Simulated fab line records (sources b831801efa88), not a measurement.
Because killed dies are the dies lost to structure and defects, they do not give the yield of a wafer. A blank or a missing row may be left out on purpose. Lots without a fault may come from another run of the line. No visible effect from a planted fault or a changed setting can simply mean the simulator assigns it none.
fab line records    flow gf180mcu
[record] lots = 5  wafers = 15  last-day = 33
route steps=602 shown TOP_METAL@570
lots untouched by any fault: they come from a run of this same line in which no faults occurred
start-h: hours from the record's first day to the start of the lot's first wafer shown    wait-h: how many hours have passed since the lot's step before this one    " unchanged from the row above    L1.1+2: a single row standing in for several wafers    - either no value or no given start    * or withheld: withheld    < > ~ a bound
route shown NAME@n: names a module that has steps shown in the file, with the first one's number in the route    usual: mean and standard deviation over wafers with no fault    same: alike in all rows    chamber/n: place in a boat    sites: each site's reading    _std_site: standard deviation across them    _edge_site: mean of outer sites minus mean of inner sites    radius-mm: for every site, how far away it sits from the centre of the wafer    mask NAME#n: copy n    behind: tool/chamber where the wafer was last shaped    hold: cause of the lot's hold/its duration in hours/its outcome    device: names the non-switching transistor (n, p or np)    end of line: the same wafers' tests at the end of the route    step lacking rows: just its recipe    killed: count of dies lost to structure and defects at first sort (not the wafer's yield)    map: a wafer's dies, marking killed ones x, the rest . and places with no die _
set.NAME: the setting the step ran with; set.NAME@STEP: the setting that earlier step ran with    model.NAME: the simulator's own value behind a step, which no gauge read
lots seen at some steps along the route; tables by step, rows by wafer
services: when a tool's chamber went out of use (start-h, in hours from the record's first day, below 0 if earlier), for how many hours, and the reason
[[steps]]
[step GF_TOP_METAL_SPUTTER_03]
[recipe] material = Ti  target-thk-nm = 5  substrate-temp-c = 300  chamber-pressure-pa = 0.3  power-w = 3000  time-s = 3.3
[usual] throttle-valve-pct = 30.4/0.75
lot.wafer  tool            chamber  start-h  wait-h  throttle-valve-pct
L078.1     pvd-sputter-03  -        668.61   0.0     31.0
L078.2     "               -        "        "       29.9
L078.6     "               -        "        "       30.1
L080.1     pvd-sputter-02  -        679.66   0.0     31.1
L080.2     "               -        "        "       31.4
L080.5     "               -        "        "       31.0
L085.1     pvd-sputter-04  -        713.72   0.0     30.4
L085.2     "               -        "        "       31.1
L085.3     "               -        "        "       29.2
L089.4     pvd-sputter-02  -        740.91   0.0     31.8
L089.5     "               -        "        "       30.4
L089.6     "               -        "        "       29.0
L091.1     pvd-sputter-04  -        749.84   0.0     31.1
L091.2     "               -        "        "       29.2
L091.5     "               -        "        "       29.5
[step GF_TOP_METAL_SPUTTER_04]
[recipe] material = TiN  target-thk-nm = 25  power-w = 6500  time-s = 20.8  chamber-pressure-pa = 0.4
[usual] throttle-valve-pct = 30.4/0.75
lot.wafer  tool            chamber  start-h  wait-h  throttle-valve-pct
L078.1     pvd-sputter-03  -        668.62   0.0     30.9
L078.2     "               -        "        "       29.5
L078.6     "               -        "        "       30.5
L080.1     pvd-sputter-02  -        679.68   0.0     31.2
L080.2     "               -        "        "       31.7
L080.5     "               -        "        "       31.1
L085.1     pvd-sputter-04  -        713.74   0.0     30.1
L085.2     "               -        "        "       31.1
L085.3     "               -        "        "       29.4
L089.4     pvd-sputter-02  -        740.94   0.0     31.5
L089.5     "               -        "        "       30.1
L089.6     "               -        "        "       29.2
L091.1     pvd-sputter-04  -        749.86   0.0     31.4
L091.2     "               -        "        "       29.3
L091.5     "               -        "        "       29.5
[step GF_TOP_METAL_RS_MEAS_05]
[recipe] thk-meas-gauge = four-point-probe  reads = TiN_of_TOP_METAL_SPUTTER_04+Ti_of_TOP_METAL_SPUTTER_03+AlCu_of_TOP_METAL_SPUTTER_02+TiN_of_TOP_METAL_SPUTTER_01+Ti_of_TOP_METAL_SPUTTER_00
[usual] TOP_METAL_ALCU_RS = 0.0327/0.00043
lot.wafer  tool           chamber  start-h  wait-h  TOP_METAL_ALCU_RS[ohm/sq]
L078.1     film-metro-02  -        668.65   0.0     0.0321
L078.2     "              -        "        "       0.0329
L078.6     "              -        "        "       0.0325
L080.1     film-metro-01  -        679.71   0.0     0.0324
L080.2     "              -        "        "       0.0321
L080.5     "              -        "        "       0.0324
L085.1     film-metro-01  -        713.77   0.0     0.0326
L085.2     "              -        "        "       0.0328
L085.3     "              -        "        "       0.0330
L089.4     film-metro-04  -        741.01   0.1     0.0330
L089.5     "              -        "        "       0.0332
L089.6     "              -        "        "       0.0332
L091.1     film-metro-04  -        749.89   0.0     0.0324
L091.2     "              -        "        "       0.0326
L091.5     "              -        "        "       0.0330
[step GF_TOP_METAL_THK_MEAS_06]
[recipe] thk-meas-gauge = xrf  reads = AlCu_of_TOP_METAL_SPUTTER_02
[usual] TOP_METAL_ALCU_THK = 881/13
lot.wafer  tool           chamber  start-h  wait-h  TOP_METAL_ALCU_THK[nm]
L078.1     film-metro-02  -        668.77   0.1     886
L078.2     "              -        "        "       863
L078.6     "              -        "        "       877
L080.1     film-metro-01  -        679.83   0.1     886
L080.2     "              -        "        "       897
L080.5     "              -        "        "       890
L085.1     film-metro-01  -        713.89   0.1     885
L085.2     "              -        "        "       882
L085.3     "              -        "        "       881
L089.4     film-metro-04  -        741.10   0.1     872
L089.5     "              -        "        "       861
L089.6     "              -        "        "       864
L091.1     film-metro-04  -        750.01   0.1     885
L091.2     "              -        "        "       881
L091.5     "              -        "        "       861
[step GF_TOP_METAL_DEHYDRATE_07]
[recipe] temp-c = 200  time-s = 60
[usual] exhaust-pa = 45.0/0.81
lot.wafer  tool            chamber  start-h  wait-h  exhaust-pa
L078.1     litho-track-01  0        677.58   8.8     44.5
L078.2     "               0        "        "       45.7
L078.6     "               0        "        "       44.2
L080.1     litho-track-04  0        688.73   8.9     44.7
L080.2     "               0        "        "       44.3
L080.5     "               0        "        "       45.0
L085.1     litho-track-04  0        722.58   8.7     45.7
L085.2     "               0        "        "       46.4
L085.3     "               0        "        "       45.2
L089.4     litho-track-04  0        748.50   7.4     43.6
L089.5     "               0        "        "       43.2
L089.6     "               0        "        "       45.1
L091.1     litho-track-02  0        757.64   7.6     44.1
L091.2     "               0        "        "       44.3
L091.5     "               0        "        "       43.8
[step GF_TOP_METAL_HMDS_08]
[recipe] prime-time-s = 60  prime-temp-c = 120
[usual] exhaust-pa = 45.1/0.86
lot.wafer  tool            chamber  start-h  wait-h  exhaust-pa
L078.1     litho-track-01  0        677.73   0.1     42.7
L078.2     "               0        "        "       43.0
L078.6     "               0        "        "       44.9
L080.1     litho-track-04  0        688.88   0.1     45.9
L080.2     "               0        "        "       45.8
L080.5     "               0        "        "       46.2
L085.1     litho-track-04  0        722.73   0.1     45.8
L085.2     "               0        "        "       46.5
L085.3     "               0        "        "       45.9
L089.4     litho-track-04  0        748.65   0.1     46.5
L089.5     "               0        "        "       45.0
L089.6     "               0        "        "       43.7
L091.1     litho-track-02  0        757.79   0.1     43.9
L091.2     "               0        "        "       46.1
L091.5     "               0        "        "       44.7
[step GF_TOP_METAL_COAT_09]
[recipe] resist = NOVOLAK  spin-rpm = 3000  resist-thk-nm = 1500
[usual] exhaust-pa = 45.2/0.87
lot.wafer  tool            chamber  start-h  wait-h  exhaust-pa
L078.1     litho-track-01  0        677.88   0.1     44.4
L078.2     "               0        "        "       46.8
L078.6     "               0        "        "       45.9
L080.1     litho-track-04  0        689.03   0.1     45.9
L080.2     "               0        "        "       45.4
L080.5     "               0        "        "       45.2
L085.1     litho-track-04  0        722.88   0.1     45.5
L085.2     "               0        "        "       44.6
L085.3     "               0        "        "       46.0
L089.4     litho-track-04  0        748.80   0.1     45.0
L089.5     "               0        "        "       44.3
L089.6     "               0        "        "       44.6
L091.1     litho-track-02  0        757.94   0.1     45.0
L091.2     "               0        "        "       46.4
L091.5     "               0        "        "       46.1
[step GF_TOP_METAL_SOFTBAKE_10]
[recipe] temp-c = 90  time-s = 60  resist = NOVOLAK
[usual] exhaust-pa = 44.9/0.91
lot.wafer  tool            chamber  start-h  wait-h  exhaust-pa
L078.1     litho-track-01  0        678.03   0.1     45.6
L078.2     "               0        "        "       45.7
L078.6     "               0        "        "       45.5
L080.1     litho-track-04  0        689.18   0.1     45.4
L080.2     "               0        "        "       45.9
L080.5     "               0        "        "       46.4
L085.1     litho-track-04  0        723.03   0.1     45.8
L085.2     "               0        "        "       44.3
L085.3     "               0        "        "       46.1
L089.4     litho-track-04  0        748.95   0.1     46.0
L089.5     "               0        "        "       44.0
L089.6     "               0        "        "       46.3
L091.1     litho-track-02  0        758.09   0.1     45.1
L091.2     "               0        "        "       46.0
L091.5     "               0        "        "       45.2
[[services]]
tool            chamber  start-h  hours  kind
pvd-sputter-03  -        648.71   19.1   repair
pvd-sputter-03  2        675.83   -      consumable-replace:kit
pvd-sputter-03  2        675.83   18.0   scheduled-down
pvd-sputter-03  2        675.83   18.0   vent-cycle
pvd-sputter-04  1        710.58   -      consumable-replace:kit
pvd-sputter-04  1        710.58   18.0   scheduled-down
pvd-sputter-04  1        710.58   18.0   vent-cycle
pvd-sputter-02  3        734.48   -      consumable-replace:kit
pvd-sputter-02  3        734.48   18.0   scheduled-down
pvd-sputter-02  3        734.48   18.0   vent-cycle
pvd-sputter-04  -        736.32   4.5    repair
pvd-sputter-03  1        745.10   -      consumable-replace:kit
pvd-sputter-03  1        745.10   18.0   scheduled-down
pvd-sputter-03  1        745.10   18.0   vent-cycle
pvd-sputter-02  -        754.66   3.4    repair
[[key]]
fault none
